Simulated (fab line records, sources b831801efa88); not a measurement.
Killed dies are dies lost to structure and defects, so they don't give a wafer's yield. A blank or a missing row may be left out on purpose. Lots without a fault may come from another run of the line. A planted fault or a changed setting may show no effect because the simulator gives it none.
Chamber matching | flow gf180mcu | GF_V2_CMP_04 on cmp-01: 4 sister chambers
The step polishes SiO2. 4 wafers are shown with their chamber, then 8 later ones without.

WAFERS WITH THEIR CHAMBER
wafer  | chamber | motor_current_A (A)
L715.2 | 1       | 10.1
L717.1 | 3       | 11.2
L717.3 | 2       | 10.1
L718.1 | 0       | 14.7

WAFERS WITHOUT THEIR CHAMBER
wafer  | motor_current_A (A)
L718.2 | 9.9
L718.6 | 10.0
L726.1 | 11.0
L726.4 | 14.5
L726.5 | 12.2
L727.2 | 13.2
L727.3 | 11.0
L727.4 | 9.5

WHICH CHAMBER EACH WENT THROUGH
wafer  | from the rows above          | in truth
L718.2 | can't be placed: 1 or 2 or 3 | 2
L718.6 | can't be placed: 1 or 2 or 3 | 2
L726.1 | can't be placed: 3 or 1 or 2 | 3
L726.4 | 0                            | 0
L726.5 | can't be placed: 3 or 1 or 2 | 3
L727.2 | can't be placed: 0 or 3      | 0
L727.3 | can't be placed: 3 or 1 or 2 | 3
L727.4 | can't be placed: 1 or 2 or 3 | 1
Placed correctly: 1 of 8. Can't be placed from these rows: 7 (the true chamber is among the candidates in 7). Placed wrongly: 0.
How it was worked out, from the rows above alone: a wafer's distance from a chamber is the root of the sum, over the readings, of the square of ((its reading less the chamber's mean) divided by the reading's scatter). The wafer belongs to the nearest chamber; if the next one is less than 2 further off, it can't be placed. A chamber's mean is the mean of its shown wafers. The scatter: with one shown wafer a chamber, the root of the mean of the squares of how far each hidden wafer lies from its nearest shown one.
